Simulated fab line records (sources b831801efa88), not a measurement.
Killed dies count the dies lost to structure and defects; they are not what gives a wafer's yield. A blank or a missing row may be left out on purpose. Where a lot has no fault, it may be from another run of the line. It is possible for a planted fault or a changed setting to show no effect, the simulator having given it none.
2 desks, one fault || flow gf180mcu || each desk has only its own numbers; what lay behind them comes last

## THE METROLOGY DESK
Means of the sampled wafers that have a number, per lot and without regard to the tool the lot ran on: this is what the gauges read. A lot is out of limits, marked OUT, if its mean lies more than 4 standard deviations from the usual mean; the brackets give that distance. Shown here are 7 of its 10 readings, the ones lying furthest out on some lot.
Columns: A = VT_IMPLANT_4_TW at GF_VT_IMPLANT_TW_MEAS_43, usual 697.4; B = MVSD_RS at GF_VT_IMPLANT_RS_MEAS_46, usual 456.4 ohm/sq; C = NWELL_RS at GF_VT_IMPLANT_RS_MEAS_47, usual 490.1 ohm/sq; D = MVPSD_RS at GF_VT_IMPLANT_RS_MEAS_49, usual 1168.2 ohm/sq; E = DUAL_GATE_OVL at GF_DUAL_GATE_OVL_MEAS_11, usual 0.1 nm; F = POLY_GATE_CVD_00_THK at GF_POLY_GATE_THK_MEAS_01, usual 199.9 nm; G = POLY_GATE_OVL at GF_POLY_GATE_OVL_MEAS_11, usual -5 nm
{"lot": "L733", "first seen here": "day 7 14:39", "A": 700.5, "B": 455.7, "C": 490.9, "D": 1167.4, "E": 0.0, "F": 200.4, "G": -1}
{"lot": "L734", "first seen here": "day 7 19:28", "A": 697.0, "B": 458.4, "C": 488.6, "D": 1168.5, "E": 1.2, "F": 197.5, "G": -13}
{"lot": "L738", "first seen here": "day 9 01:37", "A": 700.0, "B": 456.1, "C": 489.7, "D": 1167.8, "E": 0.6, "F": 195.1, "G": 5}
{"lot": "L747", "first seen here": "day 11 15:39", "A": 701.4, "B": 455.6, "C": 490.3, "D": 1166.5, "E": 1.5, "F": 200.5, "G": -7}
{"lot": "L748", "first seen here": "day 11 20:42", "A": 699.2, "B": 456.7, "C": 489.8, "D": 1164.5, "E": 1.7, "F": 202.4, "G": -7}
{"lot": "L752", "first seen here": "day 12 22:56", "A": 695.3, "B": 456.0, "C": 489.1, "D": 1168.5, "E": 0.4, "F": 199.3, "G": -9}
This desk's verdict: no lot among the 6 shows anything out of limits.

## AT THE TOOL OWNER'S DESK: furnace-01
The tool's own readings at GF_DUAL_GATE_OXIDATION_02 (stabilise 600 s, purge 300 s, target thk 10.887 nm): means of the sampled wafers that have a number, for each lot that ran on this tool. A lot is out of limits, marked OUT, if its mean lies more than 4 standard deviations from the usual mean; the brackets give that distance.
Columns: A = spike_tc_bottom_C at GF_DUAL_GATE_OXIDATION_02, usual 919.5 C; B = zone_power_top_pct at GF_DUAL_GATE_OXIDATION_02, usual 36.8 %
{"lot": "L734", "first seen here": "day 7 20:19", "A": 919.5, "B": 38.5}
{"lot": "L747", "first seen here": "day 11 17:55", "A": 919.0, "B": 39.2}
{"lot": "L748", "first seen here": "day 11 21:33", "A": 918.4, "B": 38.7}
This desk's verdict: no lot among the 3 shows anything out of limits.

## TAKEN TOGETHER
At the metrology desk, nothing out of limits was observed.
Nothing out of limits was seen by the tool owner's desk.

## WHAT HAD BEEN PUT IN BY THE SIMULATOR
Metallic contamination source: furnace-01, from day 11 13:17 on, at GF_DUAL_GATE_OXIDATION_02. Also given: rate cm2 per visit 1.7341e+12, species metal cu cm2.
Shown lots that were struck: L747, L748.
